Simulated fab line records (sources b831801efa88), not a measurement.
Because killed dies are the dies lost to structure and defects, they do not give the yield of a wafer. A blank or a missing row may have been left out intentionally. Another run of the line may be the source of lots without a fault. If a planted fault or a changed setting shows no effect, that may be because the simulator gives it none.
A lot that was struck, set against a sound lot    flow sfq_line    37 steps out of a route of 325
Sound: these wafers, L239.1, L239.4, L239.5. Struck: wafers L250.4, L250.5, L250.6. At the end, the cause is stated.
For every step that has rows: the tool of each side, followed by ch and its chambers, followed by its first start. Under that, the readings that differ: sound wafers    struck wafers    difference of the means    sigmas: that difference in standard deviations of wafers without a fault.
alike: readings with means less than 2 such deviations apart, plus words and numbers identical on both sides. not compared: withheld readings, readings lacking a value on some wafer, bounds such as >300 that could conceal the same value, and numbers that have no deviation in the record and whose values overlap.
A row with sigmas, a row that says differs or no value, or rows on one side alone: a step with any of these is where the two part. Numbers that don't overlap but have no deviation are shown without sigmas and don't part them. A reading that every wafer of one side lacks parts them only if that side has two wafers or more.

SFQ_R5_THK_MEAS_934: measures by xrf.
  sound: film_metro-04 at day 59 20:34; struck: film_metro-03 at day 64 17:08
reading           sound           struck          difference  sigmas
R5_MONX_THK (nm)  37.9 38.0 38.3  39.3 39.6 39.4  +1.4        +3
then, 6 steps without rows for these wafers: SFQ_TRILAYER_R5_LITHO_COAT_141 (resist thk 62 nm); SFQ_TRILAYER_R5_LITHO_COAT_136 (resist thk 600 nm); SFQ_TRILAYER_R5_LITHO_SOFTBAKE_140; SFQ_TRILAYER_R5_LITHO_EXPOSE_137 (exposes mask R5, target cd 500 nm); SFQ_TRILAYER_R5_LITHO_PEB_139 (peb time 60 s); SFQ_TRILAYER_R5_LITHO_DEVELOP_138 (time 60 s).
-- the record jumps here: 4 days lie between the struck wafers' starts before and after --
SFQ_R5_OVL_MEAS_935:
  sound: overlay-02 at day 60 20:07; struck: overlay-01 at day 68 15:46
  alike: R5_OVL
then, 1 step without rows for these wafers: SFQ_TRILAYER_R5_BARC_OPEN_METAL_ETCH_177 (etches BARC in O2, target depth 125 nm, time 41.7 s).
SFQ_TRILAYER_R5_ETCH_METAL_ETCH_139: etches the open film in Cl2, stops on SiO2, target depth 60 nm, time 40 s.
  sound on rie_metal-04 ch 0,1, day 60 20:13; struck on rie_metal-02 ch 0,1, day 68 15:52
  alike: bias_w, drypump_motor_current_A, he_backside_leak_sccm, oes_product_au, rf_fwd_power_W
  not compared: rf_hours_counter_h
then, 2 steps without rows for these wafers: SFQ_TRILAYER_R5_STRIP_STRIP_140 (strips in O2); SFQ_TRILAYER_R5_STRIP_SOLV_CLEAN_141 (cleans in NMP, time 600 s).
SFQ_TRILAYER_A5C_DEP_PECVD_142: deposits SiO2 from SiH4/N2O, time 15.556 s, target thk 70 nm.
  sound on pecvd-01 ch 0,2, day 60 21:03; struck on pecvd-01 ch 0,1,2, day 68 16:42
  alike: heater_power_w, rf_fwd_power_W, throttle_valve_pct
  not compared: since_wet_clean_h, model.SiO2_of_TRILAYER_A5C_DEP_PECVD_142.thk_nm
then, 6 steps without rows for these wafers: SFQ_TRILAYER_I5_LITHO_COAT_149 (resist thk 62 nm); SFQ_TRILAYER_I5_LITHO_COAT_144 (resist thk 650 nm); SFQ_TRILAYER_I5_LITHO_SOFTBAKE_148; SFQ_TRILAYER_I5_LITHO_EXPOSE_145 (exposes mask I5, target cd 700 nm); SFQ_TRILAYER_I5_LITHO_PEB_147 (peb time 60 s); SFQ_TRILAYER_I5_LITHO_DEVELOP_146 (time 60 s).
SFQ_I5_OVL_MEAS_936:
  sound: overlay-02 at day 61 22:31; struck: overlay-01 at day 69 22:59
  alike: I5_OVL
SFQ_TRILAYER_I5_BARC_OPEN_VIA_ETCH_200: etches BARC in O2, target depth 125 nm, time 41.7 s.
  sound on rie_diel-04 ch 0,1, day 61 22:33; struck on rie_diel-01 ch 0,3, day 69 23:00
  alike: bias_w, drypump_motor_current_A, oes_product_au, rf_fwd_power_W
  not compared: rf_hours_counter_h
SFQ_TRILAYER_I5_ETCH_VIA_ETCH_147: etches the open film in CHF3, stops on Nb, target depth 360 nm.
  sound on rie_diel-04 ch 0,1, day 61 22:35; struck on rie_diel-01 ch 0,3, day 69 23:02
  alike: bias_w, drypump_motor_current_A, oes_product_au, rf_fwd_power_W
then, 8 steps without rows for these wafers: SFQ_TRILAYER_I5_STRIP_STRIP_148 (strips in O2); SFQ_TRILAYER_I5_STRIP_SOLV_CLEAN_149 (cleans in NMP, time 600 s); SFQ_TRILAYER_C5_LITHO_COAT_156 (resist thk 62 nm); SFQ_TRILAYER_C5_LITHO_COAT_151 (resist thk 650 nm); SFQ_TRILAYER_C5_LITHO_SOFTBAKE_155; SFQ_TRILAYER_C5_LITHO_EXPOSE_152 (exposes mask C5, target cd 500 nm); SFQ_TRILAYER_C5_LITHO_PEB_154 (peb time 60 s); SFQ_TRILAYER_C5_LITHO_DEVELOP_153 (time 60 s).
SFQ_C5_OVL_MEAS_937:
  sound: overlay-01 at day 67 21:20; struck: overlay-02 at day 71 03:25
  alike: C5_OVL
SFQ_TRILAYER_C5_BARC_OPEN_VIA_ETCH_210: etches BARC in O2, target depth 125 nm, time 41.7 s.
  sound on rie_diel-01 ch 0,1,3, day 67 21:22; struck on rie_diel-02 ch 1,2, day 71 03:26
  alike: bias_w, drypump_motor_current_A, oes_product_au, rf_fwd_power_W
  not compared: rf_hours_counter_h
SFQ_TRILAYER_C5_ETCH_VIA_ETCH_154: etches SiO2 in CHF3, stops on Nb, target depth 84 nm.
  sound on rie_diel-01 ch 0,1,3, day 67 21:25; struck on rie_diel-02 ch 1,2, day 71 03:29
  alike: bias_w, drypump_motor_current_A, oes_product_au, rf_fwd_power_W
  not compared: model.C5.feature_depth_nm, model.etch.depth_nm
SFQ_TRILAYER_C5_STRIP_STRIP_155: strips in O2.
  sound on rie_metal-01 ch 0, day 67 21:28; struck on rie_metal-01 ch 0,1, day 71 03:44
reading                       sound        struck       difference  sigmas
he_backside_leak_sccm (sccm)  3.7 3.6 3.6  3.8 3.9 5.8  +0.9        +2
  alike: drypump_motor_current_A, oes_product_au
  not compared: rf_hours_counter_h
then, 1 step without rows for these wafers: SFQ_TRILAYER_C5_STRIP_SOLV_CLEAN_156 (cleans in NMP, time 600 s).
SFQ_TRILAYER_M6_DEP_PRE_CLEAN_158: time 22.5 s.
  sound: pvd_sputter-05 at day 67 22:14; struck: pvd_sputter-04 at day 71 04:18
  not compared: model.SiO2_of_TRILAYER_A5C_DEP_PECVD_142.thk_nm
then, 1 step without rows for these wafers: SFQ_TRILAYER_M6_DEP_SPUTTER_157 (material Nb, target thk 200 nm, time 133.3 s).

== WHERE THEY PART ==
Last at SFQ_TRILAYER_C5_STRIP_STRIP_155 as far as this record goes, first at SFQ_R5_THK_MEAS_934.

WHY: the cause the simulator had injected
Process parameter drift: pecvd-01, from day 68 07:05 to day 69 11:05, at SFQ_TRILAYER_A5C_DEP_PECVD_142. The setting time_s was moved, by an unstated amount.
